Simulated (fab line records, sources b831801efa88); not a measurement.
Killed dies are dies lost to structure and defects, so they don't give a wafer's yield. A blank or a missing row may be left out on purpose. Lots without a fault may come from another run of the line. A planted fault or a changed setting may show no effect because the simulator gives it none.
Chamber matching | flow gf180mcu | GF_STI_ETCH_13 on rie_diel-03: 4 sister chambers
The step etches the open film in CHF3/O2, stops on Si, target depth 282.31 nm, time 112.9 s. 18 wafers are shown with their chamber, then 9 later ones without.

WAFERS WITH THEIR CHAMBER
wafer  | chamber | drypump_motor_current_A (A) | rf_fwd_power_W (W) | throttle_valve_pct (%)
L565.2 | 1       | 5.7                         | 590.9              | 8.817
L565.3 | 0       | 6.1                         | 596.4              | 8.804
L565.6 | 2       | 5.8                         | 597.9              | 8.800
L566.2 | 2       | 5.9                         | 596.7              | 8.815
L566.5 | 1       | 5.7                         | 594.6              | 8.813
L566.6 | 0       | 6.1                         | 596.3              | 8.811
L575.2 | 2       | 5.9                         | 595.5              | 8.805
L575.3 | 1       | 5.7                         | 596.4              | 8.795
L575.4 | 3       | 6.3                         | 601.2              | 8.807
L578.1 | 0       | 6.1                         | 594.9              | 8.818
L578.3 | 3       | 6.3                         | 597.2              | 8.817
L578.4 | 1       | 5.7                         | 591.8              | 8.809
L580.2 | 2       | 5.9                         | 595.8              | 8.819
L580.3 | 3       | 6.3                         | 597.1              | 8.810
L580.4 | 0       | 6.1                         | 596.8              | 8.807
L581.1 | 3       | 6.3                         | 599.0              | 8.825
L581.2 | 0       | 6.1                         | 596.7              | 8.818
L581.3 | 1       | 5.7                         | 596.2              | 8.817

SIGNATURES (means of the wafers above)
reading                 | chamber 0 | chamber 1 | chamber 2 | chamber 3 | scatter within a chamber
drypump_motor_current_A | 6.100     | 5.700     | 5.875     | 6.300     | 0.0231
rf_fwd_power_W          | 596.220   | 593.980   | 596.475   | 598.625   | 1.74
throttle_valve_pct      | 8.81160   | 8.81020   | 8.80975   | 8.81475   | 0.0081
Rule: a wafer's distance from a chamber is the root of the sum, over the readings, of the square of ((its reading less the chamber's mean) divided by the reading's scatter). The wafer belongs to the nearest chamber; if the next one is less than 2 further off, it can't be placed. The scatter: the root of (the sum of the squares of (reading less its chamber's mean) over the shown wafers, divided by (wafers less chambers)).

WAFERS WITHOUT THEIR CHAMBER
wafer  | drypump_motor_current_A (A) | rf_fwd_power_W (W) | throttle_valve_pct (%)
L582.1 | 5.9                         | 596.0              | 8.825
L582.3 | 5.7                         | 593.5              | 8.799
L582.5 | 6.3                         | 597.7              | 8.818
L583.1 | 6.4                         | 594.6              | 8.812
L583.2 | 5.7                         | 595.4              | 8.798
L583.5 | 5.7                         | 593.0              | 8.802
L584.1 | 5.9                         | 595.9              | 8.794
L584.3 | 6.3                         | 597.9              | 8.827
L584.6 | 5.9                         | 595.1              | 8.810

WHICH CHAMBER EACH WENT THROUGH
wafer  | from the rows above | in truth
L582.1 | 2                   | 2
L582.3 | 1                   | 1
L582.5 | 3                   | 3
L583.1 | 3                   | 3
L583.2 | 1                   | 1
L583.5 | 1                   | 1
L584.1 | 2                   | 2
L584.3 | 3                   | 3
L584.6 | 2                   | 2
Placed correctly: 9 of 9. Can't be placed from these rows: 0. Placed wrongly: 0.
